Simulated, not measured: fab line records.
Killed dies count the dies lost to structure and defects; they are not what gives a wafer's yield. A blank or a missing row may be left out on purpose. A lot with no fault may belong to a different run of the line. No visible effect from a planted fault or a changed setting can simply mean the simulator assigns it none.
fab line records -- flow sfq-line
record lots=6, wafers=18, last-day=91
route steps=325 shown I6@278 M7@281
lots that met no fault: taken from a fault-free run of the same line
start-h: hours from the record's opening day to when the first of the lot's shown wafers began -- wait-h: hours since the lot's step before -- " the same as in the row above -- L1.1+2: several wafers, shown together as one row -- - either no value or no given start -- * or withheld: withheld -- < > ~ a bound
route shown NAME@n: a module of which the file shows steps, and the number in the route of the first -- usual: the fault-free wafers' mean and standard deviation -- same: alike in all rows -- chamber/n: place in a boat -- sites: readings site by site -- _std_site: their standard deviation -- _edge_site: inner sites' mean taken away from outer sites' mean -- radius-mm: for every site, how far away it sits from the centre of the wafer -- mask NAME#n: copy n -- behind: the last tool/chamber to shape the wafer -- hold: why the lot went on hold/how many hours it stayed there/how the hold came to an end -- device: whichever transistor did not switch (one of n, p or np) -- end of line: the route-end tests of the same wafers -- for a step that has no rows: nothing shown but its recipe -- killed: count of dies lost to structure and defects at first sort (not the wafer's yield) -- map: shows each die of a wafer: x if killed, . if not, _ if none is there
set.NAME: the setting the step ran with; set.NAME@STEP: the setting that earlier step ran with -- model.NAME: the simulator's own value behind a step, which no gauge read
lots at some steps of the route; a table a step, a row a wafer
services: when a tool's chamber went out of use (start-h, in hours from the record's first day, below 0 if earlier), for how many hours, and the reason
## steps
# step SFQ_TRILAYER_I6_VIA_ETCH_VIA_ETCH_172
# recipe target=SiO2, stop-on=Nb, mask-material=PR, taper-deg=20, chemistry=CHF3, target-depth-nm=260, source-w=500, bias-w=80, pressure-mtorr=30, time-s=withheld
# usual drypump-motor-current-A=5.8/0.42, oes-product-au=0.854/0.0055
lot.wafer,tool,chamber,start-h,wait-h,drypump-motor-current-A,oes-product-au
L386.1,rie-diel-02,1,1806.98,0.0,5.7,0.862
L386.3,rie-diel-02,0,1806.98,0.0,5.0,0.860
L386.6,rie-diel-02,1,1806.98,0.0,5.7,0.855
L387.4,rie-diel-02,3,1815.77,0.0,6.0,0.860
L387.5,rie-diel-02,2,1815.77,0.0,6.5,0.852
L387.6,rie-diel-02,1,1815.77,0.0,5.7,0.852
L398.2,rie-diel-04,0,1957.13,0.0,6.0,0.857
L398.3,rie-diel-04,1,1957.13,0.0,5.9,0.855
L398.5,rie-diel-04,2,1957.13,0.0,6.0,0.858
L399.1,rie-diel-03,3,1958.33,0.0,5.8,0.850
L399.2,rie-diel-03,2,1958.33,0.0,5.4,0.870
L399.5,rie-diel-03,3,1958.33,0.0,5.8,0.858
L404.1,rie-diel-02,3,2000.93,0.0,6.0,0.848
L404.3,rie-diel-02,2,2000.93,0.0,6.5,0.855
L404.5,rie-diel-02,2,2000.93,0.0,6.5,0.853
L409.2,rie-diel-02,0,2023.73,0.0,5.1,0.852
L409.3,rie-diel-02,3,2023.73,0.0,6.0,0.851
L409.4,rie-diel-02,1,2023.73,0.0,5.7,0.849
# step SFQ_TRILAYER_I6_VIA_STRIP_STRIP_173
# recipe gas=O2, power-w=200, platen-temp-c=40, overash-fraction=0.65, chemistry=O2, pressure-mtorr=50
# usual drypump-motor-current-A=5.5/0.42, oes-product-au=1.001/0.0075
lot.wafer,tool,chamber,start-h,wait-h,drypump-motor-current-A,oes-product-au,rf-hours-counter-h
L386.1,rie-metal-04,0,1807.09,-,5.4,1.000,69
L386.3,rie-metal-04,1,1807.09,-,4.9,1.004,-
L386.6,rie-metal-04,0,1807.09,-,5.4,0.990,-
L387.4,rie-metal-02,0,1816.08,-,5.7,0.997,-
L387.5,rie-metal-02,1,1816.08,-,4.8,0.997,-
L387.6,rie-metal-02,0,1816.08,-,5.7,1.010,-
L398.2,rie-metal-01,1,1957.24,-,5.8,1.010,91
L398.3,rie-metal-01,1,1957.24,-,5.8,1.003,-
L398.5,rie-metal-01,0,1957.24,-,6.0,1.005,-
L399.1,rie-metal-02,1,1958.44,-,4.9,0.987,32
L399.2,rie-metal-02,0,1958.44,-,5.7,0.999,93
L399.5,rie-metal-02,0,1958.44,-,5.7,0.993,-
L404.1,rie-metal-02,0,2001.05,-,5.7,0.990,101
L404.3,rie-metal-02,0,2001.05,-,5.7,0.990,-
L404.5,rie-metal-02,1,2001.05,-,4.9,0.996,-
L409.2,rie-metal-01,1,2023.85,-,5.8,0.997,102
L409.3,rie-metal-01,1,2023.85,-,5.8,1.000,-
L409.4,rie-metal-01,0,2023.85,-,6.0,0.996,-
# step SFQ_TRILAYER_I6_VIA_STRIP_SOLV_CLEAN_174
# recipe chemistry=NMP, temp-c=70, time-s=600
# step SFQ_TRILAYER_M7_DEP_PRE_CLEAN_176
# recipe gas=Ar, time-s=22.5, bias-v=250
# step SFQ_TRILAYER_M7_DEP_SPUTTER_175
# recipe material=Nb, base-pressure-pa=1.33e-06, chamber-pressure-pa=0.1333, substrate-temp-c=20, target-thk-nm=200, power-w=2000, time-s=133.3
# usual throttle-valve-pct=30.3/1.1
lot.wafer,tool,chamber,start-h,wait-h,throttle-valve-pct
L386.1,pvd-sputter-05,-,1807.89,0.0,29.4
L386.3,pvd-sputter-05,-,1807.89,0.0,30.9
L386.6,pvd-sputter-05,-,1807.89,0.0,29.5
L387.4,pvd-sputter-05,-,1816.68,0.0,32.1
L387.5,pvd-sputter-05,-,1816.68,0.0,30.2
L387.6,pvd-sputter-05,-,1816.68,0.0,31.0
L398.2,pvd-sputter-04,-,1958.06,0.0,29.9
L398.3,pvd-sputter-04,-,1958.06,0.0,30.6
L398.5,pvd-sputter-04,-,1958.06,0.0,30.2
L399.1,pvd-sputter-06,-,1959.24,0.0,30.9
L399.2,pvd-sputter-06,-,1959.24,0.0,30.9
L399.5,pvd-sputter-06,-,1959.24,0.0,31.1
L404.1,pvd-sputter-06,-,2001.85,0.0,30.7
L404.3,pvd-sputter-06,-,2001.85,0.0,28.5
L404.5,pvd-sputter-06,-,2001.85,0.0,30.8
L409.2,pvd-sputter-06,-,2024.65,0.0,28.5
L409.3,pvd-sputter-06,-,2024.65,0.0,28.4
L409.4,pvd-sputter-06,-,2024.65,0.0,31.2
# step SFQ_M7_RS_MEAS_943
# recipe thk-meas-gauge=four-point-probe, reads=Nb_of_TRILAYER_M7_DEP_SPUTTER_175
# usual M7_NB_RS=0.891/0.0087
lot.wafer,tool,chamber,start-h,wait-h,M7_NB_RS[ohm/sq]
L386.1,film-metro-04,-,1807.98,0.0,0.882
L386.3,film-metro-04,-,1807.98,0.0,0.899
L386.6,film-metro-04,-,1807.98,0.0,0.878
L387.4,film-metro-03,-,1816.83,0.1,0.908
L387.5,film-metro-03,-,1816.83,0.1,0.897
L387.6,film-metro-03,-,1816.83,0.1,0.904
L398.2,film-metro-01,-,1958.17,0.1,0.890
L398.3,film-metro-01,-,1958.17,0.1,0.893
L398.5,film-metro-01,-,1958.17,0.1,0.884
L399.1,film-metro-04,-,1959.33,0.0,0.872
L399.2,film-metro-04,-,1959.33,0.0,0.886
L399.5,film-metro-04,-,1959.33,0.0,0.880
L404.1,film-metro-03,-,2001.94,0.0,0.873
L404.3,film-metro-03,-,2001.94,0.0,0.884
L404.5,film-metro-03,-,2001.94,0.0,0.875
L409.2,film-metro-04,-,2024.76,0.1,0.891
L409.3,film-metro-04,-,2024.76,0.1,0.893
L409.4,film-metro-04,-,2024.76,0.1,0.896
# step SFQ_TRILAYER_M7_LITHO_COAT_182
# recipe resist=BARC, spin-rpm=3000, resist-thk-nm=62
# step SFQ_TRILAYER_M7_LITHO_COAT_177
# recipe resist=KrF, spin-rpm=3000, resist-thk-nm=600
# step SFQ_TRILAYER_M7_LITHO_SOFTBAKE_181
# recipe temp-c=withheld, time-s=withheld, resist=KrF
# step SFQ_TRILAYER_M7_LITHO_EXPOSE_178
# recipe mask-id=M7, na=0.6, source-shape=conventional, sigma-outer=0.65, target-cd-nm=500, dose-mj=14.4
# step SFQ_TRILAYER_M7_LITHO_PEB_180
# recipe peb-temp-c=115, peb-time-s=60, resist=KrF
# step SFQ_TRILAYER_M7_LITHO_DEVELOP_179
# recipe time-s=60, resist=KrF
# usual chill-plate-temp-C=22.99/0.11, exhaust-pa=44.9/1
lot.wafer,tool,chamber,start-h,wait-h,chill-plate-temp-C,exhaust-pa,model.KrF_of_TRILAYER_M7_LITHO_COAT_177.thk-nm
L386.1,litho-track-01,0,1815.08,0.1,22.81,44.8,574.6
L386.3,litho-track-01,0,1815.08,0.1,23.11,44.6,572.3
L386.6,litho-track-01,0,1815.08,0.1,22.86,45.0,572.1
L387.4,litho-track-01,0,1819.13,0.1,23.04,44.5,579.1
L387.5,litho-track-01,0,1819.13,0.1,23.12,46.1,575.9
L387.6,litho-track-01,0,1819.13,0.1,22.93,45.5,577.3
L398.2,litho-track-01,-,1962.98,0.1,-,-,599.3
L398.3,litho-track-01,-,1962.98,0.1,-,-,599.4
L398.5,litho-track-01,-,1962.98,0.1,-,-,599.6
L399.1,litho-track-01,-,1965.36,0.1,-,-,597.6
L399.2,litho-track-01,-,1965.36,0.1,-,-,596.5
L399.5,litho-track-01,-,1965.36,0.1,-,-,598.1
L404.1,litho-track-04,0,2081.27,0.1,23.06,46.7,574.2
L404.3,litho-track-04,0,2081.27,0.1,23.31,46.2,573.7
L404.5,litho-track-04,0,2081.27,0.1,23.01,45.0,575.1
L409.2,litho-track-04,0,2104.10,0.1,22.91,45.5,573.3
L409.3,litho-track-04,0,2104.10,0.1,22.97,46.0,573.4
L409.4,litho-track-04,0,2104.10,0.1,22.88,44.5,572
# step SFQ_M7_OVL_MEAS_945
# usual M7_OVL=1/4.6
lot.wafer,tool,chamber,start-h,wait-h,M7_OVL[nm]
L386.1,overlay-02,-,1815.23,0.1,-2
L386.3,overlay-02,-,1815.23,0.1,4
L386.6,overlay-02,-,1815.23,0.1,-1
L387.4,overlay-01,-,1819.22,0.1,5
L387.5,overlay-01,-,1819.22,0.1,2
L387.6,overlay-01,-,1819.22,0.1,1
L398.2,overlay-01,-,1963.11,0.1,-
L398.3,overlay-01,-,1963.11,0.1,-
L398.5,overlay-01,-,1963.11,0.1,-
L399.1,overlay-01,-,1965.51,0.1,-
L399.2,overlay-01,-,1965.51,0.1,-
L399.5,overlay-01,-,1965.51,0.1,-
L404.1,overlay-02,-,2081.42,0.1,0
L404.3,overlay-02,-,2081.42,0.1,0
L404.5,overlay-02,-,2081.42,0.1,-2
L409.2,overlay-02,-,2104.23,0.1,4
L409.3,overlay-02,-,2104.23,0.1,-3
L409.4,overlay-02,-,2104.23,0.1,-1
## services
tool,chamber,start-h,hours,kind
rie-metal-02,1,1800.65,2.3,repair
rie-diel-02,3,1806.24,5.4,repair
pvd-sputter-06,-,1811.35,9.3,repair
rie-metal-04,1,1814.63,10.6,repair
pvd-sputter-04,-,1822.17,7.5,repair
rie-diel-02,2,1822.28,10.6,repair
rie-metal-04,-,1824.08,0.1,repair
rie-diel-04,0,1828.87,4.4,repair
rie-diel-04,3,1834.04,7.3,repair
pvd-sputter-06,-,1853.10,4.4,repair
rie-diel-04,1,1860.71,6.5,repair
rie-diel-03,0,1861.94,2.6,repair
pvd-sputter-04,-,1880.60,9.2,repair
pvd-sputter-05,-,1899.24,6.8,repair
rie-diel-04,3,1908.10,6.1,repair
rie-diel-04,2,1912.14,6.4,repair
rie-metal-02,1,1918.13,18.0,repair
rie-diel-02,2,1943.14,11.9,repair
rie-diel-03,3,1945.19,12.9,repair
rie-diel-03,1,1953.75,8.0,repair
rie-diel-04,2,1967.27,5.6,repair
pvd-sputter-04,-,2022.87,2.2,repair
pvd-sputter-06,-,2033.18,30.9,repair
rie-diel-04,2,2033.34,8.9,repair
## key
first-sign step=SFQ_TRILAYER_M7_LITHO_DEVELOP_179, reading=tool-record, direction=missing
effect none on later readings
model-effect step=SFQ_TRILAYER_M7_LITHO_DEVELOP_179, value=KrF_of_TRILAYER_M7_LITHO_COAT_177.thk-nm, without=573, struck=598.4
met-at SFQ_TRILAYER_M7_LITHO_DEVELOP_179
struck-wafers L398.2,L398.3,L398.5,L399.1,L399.2,L399.5
onset-between 1819.13 1962.98
fault kind=skipped-step-whole, tool=litho-track-01, chamber=-, onset-h=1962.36, steps=SFQ_TRILAYER_M7_LITHO_DEVELOP_179, scope=struck-lots-only
